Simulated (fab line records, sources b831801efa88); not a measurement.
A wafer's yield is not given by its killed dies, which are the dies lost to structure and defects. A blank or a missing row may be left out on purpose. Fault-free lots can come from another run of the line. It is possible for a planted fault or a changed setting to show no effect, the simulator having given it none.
Commonality check across tools + flow sky130 + Lots sampled 13, wafers sampled 39

REASON FOR OPENING
Of 13 lots, 2 have the reading POLY_GATE_OXIDATION_THK flagged at SKY_POLY_GATE_THK_MEAS_21. No-fault wafers: 3.99 nm, standard deviation 0.078.
Rule: a lot is flagged in two cases, either no wafer of it has a number, or all its wafers with numbers fall more than 4 standard deviations from that mean. As for the other lots, they are considered sound.

| lot  | measured     | on            | POLY_GATE_OXIDATION_THK (nm), wafer by wafer | flag    |
|------|--------------|---------------|----------------------------------------------|---------|
| L195 | day 16 22:16 | film metro-04 | 3.91 4.03 4.03                               |         |
| L196 | day 17 07:37 | film metro-04 | 3.97 3.92 3.98                               |         |
| L197 | day 18 13:49 | film metro-02 | 4.01 3.96 3.92                               |         |
| L198 | day 18 20:18 | film metro-02 | 3.99 4.05 3.98                               |         |
| L200 | day 19 02:25 | film metro-02 | 4.04 4.05 4.00                               |         |
| L201 | day 19 07:41 | film metro-02 | 3.91 4.05 4.03                               |         |
| L202 | day 19 23:45 | film metro-04 | 3.96 3.86 4.05                               |         |
| L205 | day 20 23:32 | film metro-01 | 6.67 6.58 6.57                               | FLAGGED |
| L206 | day 21 04:13 | film metro-04 | 4.03 3.95 4.02                               |         |
| L208 | day 22 01:28 | film metro-04 | 6.57 6.63 6.56                               | FLAGGED |
| L213 | day 23 14:44 | film metro-04 | 4.05 4.01 4.02                               |         |
| L214 | day 24 13:41 | film metro-04 | 4.14 4.10 4.03                               |         |
| L215 | day 24 20:23 | film metro-04 | 4.02 4.04 4.01                               |         |
On average the flagged lots' numbers are 6.60 nm, which is +2.61 nm against the usual, or +33 standard deviations.

TOOL THAT RAN EACH LOT
The record keeps 1 process step preceding the reading, out of 708 steps on the route. Every cell lists first the tool, next ch and the chambers used by the sampled wafers, and last the start.
| lot  | flag    | SKY_POLY_GATE_OXIDATION_20                                      |
|------|---------|-----------------------------------------------------------------|
| L195 |         | furnace-01 ch 0, day 16 21:01                                   |
| L196 |         | furnace-02 ch 0, day 17 06:22                                   |
| L197 |         | furnace-01 ch 0, day 18 12:34                                   |
| L198 |         | furnace-02 ch 0, day 18 19:03                                   |
| L200 |         | furnace-01 ch 0, day 19 01:10                                   |
| L201 |         | furnace-02 ch 0, day 19 06:26                                   |
| L202 |         | furnace-01 ch 0, day 19 22:29                                   |
| L205 | FLAGGED | furnace-01 ch 0, day 20 20:52                                   |
| L206 |         | furnace-02 ch 0, day 21 02:58                                   |
| L208 | FLAGGED | furnace-02 ch 0, day 21 21:47 and furnace-01 ch 0, day 22 00:06 |
| L213 |         | furnace-02 ch 0, day 23 13:26                                   |
| L214 |         | furnace-02 ch 0, day 24 12:26                                   |
| L215 |         | furnace-02 ch 0, day 24 19:08                                   |
What is done by these steps:
- SKY_POLY_GATE_OXIDATION_20: stabilise 600 s, purge 300 s, target thk 4 nm.
- SKY_POLY_GATE_THK_MEAS_21

FLAGGED AGAINST TOTAL, ONE TOOL AT A TIME (gauges that did the reading follow at the end)
| step                       | tool          | lots run | flagged | share of the flagged lots | sound lots run after its first flagged lot |
|----------------------------|---------------|----------|---------|---------------------------|--------------------------------------------|
| SKY_POLY_GATE_OXIDATION_20 | furnace-01    | 6        | 2       | all                       | 0                                          |
| SKY_POLY_GATE_OXIDATION_20 | furnace-02    | 8        | 1       | some                      | 3 (L213,L214,L215)                         |
| SKY_POLY_GATE_THK_MEAS_21  | film metro-01 | 1        | 1       | some                      | 0                                          |
| SKY_POLY_GATE_THK_MEAS_21  | film metro-02 | 4        | 0       | none                      | -                                          |
| SKY_POLY_GATE_THK_MEAS_21  | film metro-04 | 8        | 1       | some                      | 3 (L213,L214,L215)                         |

WHAT IS ALLOWED BY THE TABLE
In the table, 1 row covers all flagged lots: furnace-01 at SKY_POLY_GATE_OXIDATION_20.
- furnace-01 at SKY_POLY_GATE_OXIDATION_20 ran 6 lots, 2 of them flagged. It ran its last sound lot, L202, at day 19 22:29 and its first flagged lot, L205, at day 20 20:52: a fault with its onset between the two fits.
furnace-01 at SKY_POLY_GATE_OXIDATION_20 is the single tool remaining.

WHAT THE SIMULATOR PUT IN
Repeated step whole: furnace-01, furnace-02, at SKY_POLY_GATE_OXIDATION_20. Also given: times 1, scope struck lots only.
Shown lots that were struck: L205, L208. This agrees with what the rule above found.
